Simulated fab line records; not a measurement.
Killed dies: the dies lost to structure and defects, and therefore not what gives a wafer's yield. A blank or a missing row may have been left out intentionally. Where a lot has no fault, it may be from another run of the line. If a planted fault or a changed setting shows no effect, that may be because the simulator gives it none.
Struck lot and sound lot, side by side -- flow sky130 -- 44 out of 708 route steps
Sound: the wafers L666.1, L666.2, L666.4. Struck: wafer L658.2 (left out: L658.4, L658.6 of the same lot, which were not struck); the cause appears at the end.
Each step with rows lists, per side, the tool, then ch with its chambers, then its first start. Under that, the readings that differ: sound wafers -- struck wafers -- difference of the means -- sigmas: that difference in standard deviations of wafers without a fault.
alike: same words and numbers on both sides, and readings whose means sit less than 2 such deviations apart. not compared: any withheld reading, any reading some wafer has no value for, any bound like >300 that may hide the same value, and any number with overlapping values for which the record gives no deviation.
The two part at a step that has a row with sigmas, a row that says differs or no value, or rows on one side only. Numbers that have no deviation but don't overlap get no sigmas and don't part them. Lack of a reading on every wafer of one side parts them only where that side has two or more wafers.

first, 3 steps without rows for these wafers: SKY_VIA2_CLEAN_18 (cleans in IPA, time 180 s); SKY_VIA2_CLEAN_19 (cleans in O3/DIW); SKY_VIA2_SPUTTER_20 (material TiN, target thk 20 nm, time 80 s).
SKY_VIA2_CVD_21: deposits W, target thk 420 nm, time 126.4 s.
  sound on cvdW-01 ch 0,1, day 40 02:46; struck on cvdW-02 ch 0, day 37 21:03
  alike: heaterPowerW
SKY_VIA2_RS_MEAS_22: the measuring method here is four-point-probe.
  sound on filmMetro-01, day 40 02:53; struck on filmMetro-03, day 37 21:12
reading,sound,struck,difference,sigmas
VIA2_W_RS (ohm/sq),0.270 0.272 0.268,0.278,+0.008,+3
SKY_VIA2_THK_MEAS_23: measures by xrf.
  sound on filmMetro-01, day 40 03:01; struck on filmMetro-03, day 37 21:19
  alike: VIA2_W_THK
then, 1 step without rows for these wafers: SKY_VIA2_CMP_24 (polishes, stops on SiO2, t overpolish 20 s, target thk 0 nm).
SKY_METAL3_SPUTTER_00: material Ti, target thk 15 nm, time 10 s.
  sound on pvdSputter-01, day 40 03:22; struck on pvdSputter-01, day 37 21:40
  alike: throttleValvePct
then, 2 steps without rows for these wafers: SKY_METAL3_SPUTTER_01 (material TiN, target thk 20 nm, time 16.7 s); SKY_METAL3_SPUTTER_02 (material AlCu, target thk 735 nm, time 39.1 s).
SKY_METAL3_SPUTTER_03: material Ti, target thk 5 nm, time 3.3 s.
  sound on pvdSputter-01, day 40 03:27; struck on pvdSputter-01, day 37 21:44
  alike: throttleValvePct
then, 1 step without rows for these wafers: SKY_METAL3_SPUTTER_04 (material TiN, target thk 70 nm, time 58.3 s).
SKY_CAPM_CVD_00: deposits SiO2, target thk 15.5 nm.
  sound on pecvd-01 ch 0,1, day 40 03:31; struck on pecvd-04 ch 0, day 37 21:49
reading,sound,struck,difference,sigmas
model.SiO2_of_CAPM_CVD_00.thkNm (nm),15.41 15.29 15.15,14.54,-0.74,
  alike: heaterPowerW
SKY_CAPM_THK_MEAS_01:
  sound on filmMetro-02, day 40 03:32; struck on filmMetro-03, day 37 21:50
reading,sound,struck,difference,sigmas
CAPM_CVD_00_THK (nm),15.44 15.24 15.17,14.53,-0.75,-3
then, 1 step without rows for these wafers: SKY_CAPM_SPUTTER_02 (material TiN, target thk 200 nm, time 166.7 s).
SKY_CAPM_RS_MEAS_03: the measuring method here is four-point-probe.
  sound on filmMetro-03, day 40 03:43; struck on filmMetro-03, day 37 22:01
  alike: CAPM_TIN_RS
SKY_CAPM_THK_MEAS_04: measures by xrf.
  sound on filmMetro-03, day 40 03:50; struck on filmMetro-03, day 37 22:08
  alike: CAPM_TIN_THK
then, 7 steps without rows for these wafers: SKY_CAPM_DEHYDRATE_05 (time 60 s); SKY_CAPM_HMDS_06 (prime time 60 s); SKY_CAPM_COAT_07 (resist thk 1140 nm); SKY_CAPM_SOFTBAKE_08 (time 60 s); SKY_CAPM_EXPOSE_09 (exposes mask CAPM, target cd 1000 nm); SKY_CAPM_PEB_10; SKY_CAPM_DEVELOP_11 (develop time 60 s).
SKY_CAPM_OVL_MEAS_12:
  sound on overlay-01, day 41 04:23; struck on overlay-01, day 38 23:15
  alike: CAPM_OVL
SKY_CAPM_METAL_ETCH_13: etches TiN in Cl2/BCl3, stops on SiO2, target depth 220 nm, time 62.9 s.
  sound on rieMetal-02 ch 0,1, day 41 04:26; struck on rieMetal-03 ch 0, day 38 23:17
  alike: drypumpMotorCurrentA, oesProductAu, throttleValvePct
  not compared: rfHoursCounterH
then, 12 steps without rows for these wafers: SKY_CAPM_STRIP_14 (strips in O2/N2); SKY_CAPM_STRIP_15 (strips in post etch residue remover, time 1200 s); SKY_CAPM_CLEAN_16 (cleans in IPA, time 180 s); SKY_CAPM_CLEAN_17 (cleans in O3/DIW); SKY_METAL3_DEHYDRATE_05 (time 60 s); SKY_METAL3_HMDS_06 (prime time 60 s); SKY_METAL3_COAT_07 (resist thk 60 nm); SKY_METAL3_COAT_08 (resist thk 1140 nm); SKY_METAL3_SOFTBAKE_09 (time 90 s); SKY_METAL3_EXPOSE_10 (exposes mask MM3, target cd 300 nm); SKY_METAL3_PEB_11; SKY_METAL3_DEVELOP_12 (develop time 60 s).
SKY_METAL3_CD_MEAS_13: the cd target is 300 nm.
  sound on cdSem-01, day 42 05:31; struck on cdSem-01, day 40 00:50
  alike: cdNm
SKY_METAL3_OVL_MEAS_14:
  sound on overlay-02, day 42 05:38; struck on overlay-02, day 40 00:56
  alike: METAL3_OVL
then, 1 step without rows for these wafers: SKY_METAL3_DESCUM_15 (chemistry O2, time 8 s).
SKY_METAL3_ETCH_16: etches BARC in N2/H2, stops on SiO2, time 88.2 s, target depth 60 nm.
  sound on rieMetal-01 ch 0,1, day 42 05:43; struck on rieMetal-03 ch 1, day 40 01:00
  alike: drypumpMotorCurrentA, oesProductAu, throttleValvePct
  not compared: rfHoursCounterH
SKY_METAL3_ETCH_17: etches SiO2 in C4F8/O2/Ar, stops on TiN, time 3.9 s, target depth 15 nm.
  sound on rieDiel-01 ch 0,3, day 42 05:48; struck on rieDiel-04 ch 0, day 40 01:06
reading,sound,struck,difference,sigmas
model.etch.depthNm (nm),15.41 15.29 15.15,14.54,-0.74,
  alike: oesProductAu
  not compared: rfHoursCounterH
-- the record jumps here: 7 days lie between the struck wafers' starts before and after (it left off in module METAL3 and takes up again in module PAD_OPEN, whose first step shown is number 708 of the route) --
SKY_PAD_OPEN_PROBE_99:
  sound on prober-02, day 48 17:47; struck on prober-02, day 47 01:02
reading,sound,struck,difference,sigmas
model.etest.capMim.bvV (V),13.81 13.85 13.5,12.59,-1.13,
model.etest.capMim.cFfUm2,2.357 2.359 2.393,2.507,+0.137,
  alike: defectLimitedYield, killed_at_M0_to_M3, killed_at_M4_up, killedAtContacts, killedAtFrontEnd, killedAtOther, killedDies, killedOpen, killedShort, sort_bin_3_pad_short, sort_bin_5_function, sort_bin_6_memory, sortNPass, sortYieldPct
  not compared: model.etest.capMim.leakLog10ACm2

## WHERE THEY PART
At SKY_VIA2_RS_MEAS_22 first; at SKY_CAPM_THK_MEAS_01 last (within this record only). Later steps at which nothing parts them and some readings are alike: SKY_CAPM_RS_MEAS_03, SKY_CAPM_THK_MEAS_04, SKY_CAPM_OVL_MEAS_12, SKY_CAPM_METAL_ETCH_13, SKY_METAL3_CD_MEAS_13, SKY_METAL3_OVL_MEAS_14, SKY_METAL3_ETCH_16, SKY_METAL3_ETCH_17, SKY_PAD_OPEN_PROBE_99.

WHY: what the simulator had put in
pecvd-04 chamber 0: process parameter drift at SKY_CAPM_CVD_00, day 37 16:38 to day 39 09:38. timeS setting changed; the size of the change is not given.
